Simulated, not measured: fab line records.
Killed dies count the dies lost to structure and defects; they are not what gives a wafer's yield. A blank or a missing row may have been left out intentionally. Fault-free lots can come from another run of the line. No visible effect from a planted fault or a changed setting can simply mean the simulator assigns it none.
A struck lot beside a sound one :: flow sky130 :: 16 steps out of a route of 708
Sound: the wafers L117.4, L117.5, L117.6. Struck: wafer L131.2. (L131.1, L131.3 of the same lot were not struck and are left out.) The cause comes at the end.
For every step that has rows: the tool of each side, followed by ch and its chambers, followed by its first start. Under that, the readings that differ: sound wafers :: struck wafers :: difference of the means :: sigmas: that difference in standard deviations of wafers without a fault.
alike: readings whose means differ by less than 2 such deviations, and words and numbers that are the same on both sides. not compared: withheld readings, readings that some wafer has no value for, bounds like >300 that may hide the same value, and numbers for which the record gives no deviation and whose values overlap.
The two part at a step that has a row with sigmas, a row that says differs or no value, or rows on one side only. Numbers that don't overlap but have no deviation are shown without sigmas and don't part them. A reading that every wafer of one side lacks parts them only if that side has two wafers or more.

SKY_FIELD_ISO_THK_MEAS_02:
  sound on film-metro-02, day 2 05:11; struck on film-metro-03, day 5 00:38
  alike: FIELD_ISO_OXIDATION_00_THK
then, 1 step without rows for these wafers: SKY_FIELD_ISO_CVD_03 (deposits Si3N4 from DCS/NH3, target thk 165 nm, time 2830 s).
SKY_FIELD_ISO_THK_MEAS_04:
  sound on film-metro-04, day 2 07:44; struck on film-metro-02, day 5 02:34
  alike: FIELD_ISO_CVD_03_THK
then, 8 steps without rows for these wafers: SKY_FIELD_ISO_DEHYDRATE_05 (time 60 s); SKY_FIELD_ISO_HMDS_06 (prime time 60 s); SKY_FIELD_ISO_COAT_07 (resist thk 60 nm); SKY_FIELD_ISO_COAT_08 (resist thk 450 nm); SKY_FIELD_ISO_SOFTBAKE_09 (time 90 s); SKY_FIELD_ISO_EXPOSE_10 (exposes mask FOM, target cd 150 nm); SKY_FIELD_ISO_PEB_11; SKY_FIELD_ISO_DEVELOP_12 (develop time 60 s).
SKY_FIELD_ISO_CD_MEAS_13: target cd 150 nm.
  sound on cd-sem-02, day 2 21:56; struck on cd-sem-02, day 5 20:17
  alike: cd-nm
SKY_FIELD_ISO_ETCH_14: etches BARC in N2/H2, stops on SiO2, time 45.9 s, target depth 60 nm.
  sound on rie-diel-02 ch 1,2,3, day 2 22:00; struck on rie-diel-04 ch 3, day 5 20:25
reading: model.KrF-thick_of_FIELD_ISO_COAT_08.thk-nm (nm)
sound: 394.2 393.2 394.1
struck: 387.5
difference: -6.3
sigmas: 
  alike: drypump-motor-current-A, oes-product-au, rf-fwd-power-W, throttle-valve-pct
  not compared: rf-hours-counter-h
SKY_FIELD_ISO_ETCH_15: etches the open film in CHF3/O2, stops on Si, target depth 180 nm, time 72 s.
  sound on rie-diel-02 ch 1,2,3, day 2 22:03; struck on rie-diel-04 ch 3, day 5 20:27
reading: model.KrF-thick_of_FIELD_ISO_COAT_08.thk-nm (nm)
sound: 243.1 241.3 241.5
struck: 232.5
difference: -9.5
sigmas: 
  alike: drypump-motor-current-A, oes-product-au, rf-fwd-power-W, throttle-valve-pct
  not compared: rf-hours-counter-h
SKY_FIELD_ISO_STRIP_16: strips in O2/N2.
  sound on plasma-asher-01 ch 0,1, day 2 22:12; struck on plasma-asher-02 ch 0, day 5 20:31
reading: rf-hours-counter-h (h)
sound: - - -
struck: 42
difference: no value on the sound wafers
sigmas: 

reading: strip-time-to-endpoint-s (s)
sound: 3.62 3.61 3.60
struck: 3.52
difference: -0.09
sigmas: -3
  alike: drypump-motor-current-A, oes-product-au
-- a jump in the record: the struck wafers' starts before and after are 44 days apart (it breaks off in module FIELD_ISO and resumes in module PAD_OPEN, where the first step shown is number 708 of the route) --
SKY_PAD_OPEN_PROBE_99:
  sound on prober-01, day 46 15:17; struck on prober-02, day 49 22:14
  alike: killed_at_M0_to_M3, killed_at_M4_up, killed-at-contacts, killed-at-front-end, killed-at-other, killed-dies, killed-open, killed-short

## WHERE THEY PART
At SKY_FIELD_ISO_STRIP_16 and nowhere else, as far as this record goes. Later steps at which nothing parts them and some readings are alike: SKY_PAD_OPEN_PROBE_99.

WHY: whatever the simulator had introduced
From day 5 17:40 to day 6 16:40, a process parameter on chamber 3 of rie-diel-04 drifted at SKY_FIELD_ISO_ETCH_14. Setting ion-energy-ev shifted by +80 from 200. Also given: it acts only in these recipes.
